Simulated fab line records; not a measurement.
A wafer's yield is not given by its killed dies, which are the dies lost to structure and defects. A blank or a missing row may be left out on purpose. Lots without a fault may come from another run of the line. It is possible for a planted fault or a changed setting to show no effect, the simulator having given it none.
Struck lot and sound lot, side by side -- flow gf180mcu -- 15 steps out of a route of 602
Sound: these wafers, L426.1, L426.2, L426.4. Wafers struck: L425.1, L425.2, L425.6. The cause is given at the end.
Per side, at each step with rows, come the tool, then ch with its chambers, and then its first start. Under that, the readings that differ: sound wafers -- struck wafers -- difference of the means -- sigmas: that difference in standard deviations of wafers without a fault.
alike: readings with means less than 2 such deviations apart, plus words and numbers identical on both sides. not compared: withheld readings, readings lacking a value on some wafer, bounds such as >300 that could conceal the same value, and numbers that have no deviation in the record and whose values overlap.
The two part at a step that has a row with sigmas, a row that says differs or no value, or rows on one side only. Numbers that have no deviation but don't overlap get no sigmas and don't part them. A reading missing from all wafers of one side parts the sides only when that side holds two or more wafers.

first, 7 steps without rows for these wafers: GF_V4_HMDS_07 (prime time 60 s); GF_V4_COAT_08; GF_V4_COAT_09 (resist thk 1000 nm); GF_V4_SOFTBAKE_10 (time 60 s); GF_V4_EXPOSE_11 (exposes mask Via4, target cd 260 nm); GF_V4_PEB_12 (peb time 90 s); GF_V4_DEVELOP_13 (develop time 60 s).
GF_V4_CD_MEAS_14: the cd target is 260 nm.
  sound: cd-sem-01 at day 29 08:36; struck: cd-sem-02 at day 29 05:51
  alike: cd-nm
GF_V4_OVL_MEAS_15:
  sound: overlay-02 at day 29 08:43; struck: overlay-02 at day 29 05:58
  alike: V4_OVL
GF_V4_ETCH_16: etches BARC in N2/H2.
  sound on rie-diel-01 ch 0,2,3, day 29 08:45; struck on rie-diel-02 ch 0,1,3, day 29 06:00
  alike: drypump-motor-current-A, oes-product-au, throttle-valve-pct
GF_V4_ETCH_17: etches SiO2 in C4F8/O2/Ar, stops on TiN, target depth 630 nm.
  sound: rie-diel-01 ch 0,2,3; struck: rie-diel-02 ch 0,1,3
  alike: oes-product-au
GF_V4_STRIP_18: strips in O2/N2.
  sound on plasma-asher-02 ch 0,1, day 29 08:53; struck on plasma-asher-02 ch 0,1, day 29 06:08
  alike: chamber-pressure-mTorr, drypump-motor-current-A, heater-power-w, oes-product-au
  not compared: rf-hours-counter-h
GF_V4_STRIP_19: strips in post etch residue remover, time 1200 s.
  sound on wet-bench-04 ch 1, day 29 08:59; struck on wet-bench-04 ch 2, day 29 06:14
  no value came back on the struck wafers for bath-guard-temp-C (C), bath-heat-duty-pct (%), temp-c (C), time-s (s); on the sound wafers bath-guard-temp-C (C) reads 72.1 72.1 72.1
then, 1 step without rows for these wafers: GF_V4_CLEAN_20 (cleans in DIW).
-- the record jumps here: 4 days lie between the struck wafers' starts before and after (it left off in module V4 and takes up again in module PASSIVATION, whose first step shown is number 602 of the route) --
GF_PASSIVATION_PROBE_99:
  sound: prober-02 at day 33 07:20; struck: prober-01 at day 33 06:01
reading,sound,struck,difference,sigmas
model.etest.via4-chain.rc-ohm,6.432 6.724 6.502,7.785 7.773 8.253,+1.384,

## WHERE THEY PART
GF_V4_STRIP_19 only, going by this record.

WHY: what had been put in by the simulator
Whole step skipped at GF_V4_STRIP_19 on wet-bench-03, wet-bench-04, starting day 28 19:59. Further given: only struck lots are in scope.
